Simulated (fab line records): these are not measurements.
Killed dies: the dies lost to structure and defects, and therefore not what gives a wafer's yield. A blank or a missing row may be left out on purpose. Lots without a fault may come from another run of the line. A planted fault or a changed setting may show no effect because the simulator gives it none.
Which tool was responsible? / flow gf180mcu / 15 lots, 45 wafers sampled, at 2 steps of a route of 602

== WHAT THE GAUGES READ, wafer by wafer ==
GF_M3_THK_MEAS_06: measures by xrf. Usual: M3_ALCU_THK 444 nm, standard deviation 5.8.
lot=L457; measured=day 20 17:37; on=film metro-03; M3_ALCU_THK (nm)=448 440 449; flag=
lot=L459; measured=day 21 12:58; on=film metro-03; M3_ALCU_THK (nm)=448 448 445; flag=
lot=L460; measured=day 22 08:57; on=film metro-01; M3_ALCU_THK (nm)=448 445 448; flag=
lot=L461; measured=day 22 21:31; on=film metro-02; M3_ALCU_THK (nm)=441 439 439; flag=
lot=L469; measured=day 25 07:59; on=film metro-01; M3_ALCU_THK (nm)=441 442 442; flag=
lot=L470; measured=day 25 10:45; on=film metro-01; M3_ALCU_THK (nm)=437 440 445; flag=
lot=L471; measured=day 25 16:32; on=film metro-02; M3_ALCU_THK (nm)=454 454 449; flag=
lot=L472; measured=day 26 00:04; on=film metro-03; M3_ALCU_THK (nm)=444 447 445; flag=
lot=L473; measured=day 26 09:50; on=film metro-02; M3_ALCU_THK (nm)=450 448 445; flag=
lot=L474; measured=day 26 15:35; on=film metro-02; M3_ALCU_THK (nm)=434 435 433; flag=
lot=L475; measured=day 26 23:38; on=film metro-03; M3_ALCU_THK (nm)=454 453 452; flag=
lot=L476; measured=day 27 06:31; on=film metro-03; M3_ALCU_THK (nm)=444 447 447; flag=
lot=L477; measured=day 27 12:02; on=film metro-03; M3_ALCU_THK (nm)=439 442 441; flag=
lot=L478; measured=day 27 18:26; on=film metro-01; M3_ALCU_THK (nm)=446 448 444; flag=
lot=L479; measured=day 28 11:27; on=film metro-01; M3_ALCU_THK (nm)=440 444 446; flag=

GF_V3_CD_MEAS_14: the cd target is 260 nm. Usual: cd nm 260.6 nm, standard deviation 1.2.
lot=L457; measured=day 22 18:58; on=cd sem-02; cd nm (nm)=260.7 259.6 260.1; flag=
lot=L459; measured=day 23 12:20; on=cd sem-02; cd nm (nm)=259.9 261.5 261.0; flag=
lot=L460; measured=day 24 08:16; on=cd sem-02; cd nm (nm)=259.9 260.5 259.5; flag=
lot=L461; measured=day 24 19:41; on=cd sem-02; cd nm (nm)=263.4 262.3 261.2; flag=
lot=L469; measured=day 27 03:25; on=cd sem-02; cd nm (nm)=260.9 261.4 259.7; flag=
lot=L470; measured=day 27 04:41; on=cd sem-01; cd nm (nm)=261.0 262.2 261.5; flag=
lot=L471; measured=day 27 11:02; on=cd sem-02; cd nm (nm)=259.5 259.6 259.2; flag=
lot=L472; measured=day 27 18:35; on=cd sem-01; cd nm (nm)=261.3 261.8 260.7; flag=
lot=L473; measured=day 28 03:36; on=cd sem-01; cd nm (nm)=260.5 259.8 260.1; flag=
lot=L474; measured=day 28 08:34; on=cd sem-01; cd nm (nm)=260.4 260.9 261.9; flag=
lot=L475; measured=day 28 17:02; on=cd sem-02; cd nm (nm)=261.0 259.8 260.7; flag=
lot=L476; measured=day 28 23:35; on=cd sem-02; cd nm (nm)=260.6 261.0 261.2; flag=
lot=L477; measured=day 29 04:44; on=cd sem-02; cd nm (nm)=261.3 261.6 262.5; flag=
lot=L478; measured=day 29 10:30; on=cd sem-02; cd nm (nm)=259.2 259.0 260.2; flag=
lot=L479; measured=day 30 03:08; on=cd sem-01; cd nm (nm)=260.4 259.2 261.2; flag=

== WHICH TOOL RAN EACH LOT (tool, then ch and the chambers of the sampled wafers, then the start) ==
The record shows no process step preceding these readings.

== AS READ BY THE TOOLS THEMSELVES (means over the sampled wafers that have a number; for cases with no such wafer, the mark the record gives instead) ==
The record holds no such reading with a usual standard deviation.

== THE ANSWER, worked out from the rows above alone ==
Rule: take the mean of a lot's wafers that have a number; if it is more than 3 standard deviations from the usual mean, the lot is off. A lot without any number at a reading at which 4 lots or more have one is off too. All remaining lots with rows at the step are treated as sound. First the gauges in route order, then the tools' own readings, where a lot's mean is used as printed above. At the first step where some lot is off, the reading lying furthest off is the one used; lots without a number count as furthest.
None of the lots is off at any reading shown; this tells nothing.

== WHAT WAS PUT IN BY THE SIMULATOR ==
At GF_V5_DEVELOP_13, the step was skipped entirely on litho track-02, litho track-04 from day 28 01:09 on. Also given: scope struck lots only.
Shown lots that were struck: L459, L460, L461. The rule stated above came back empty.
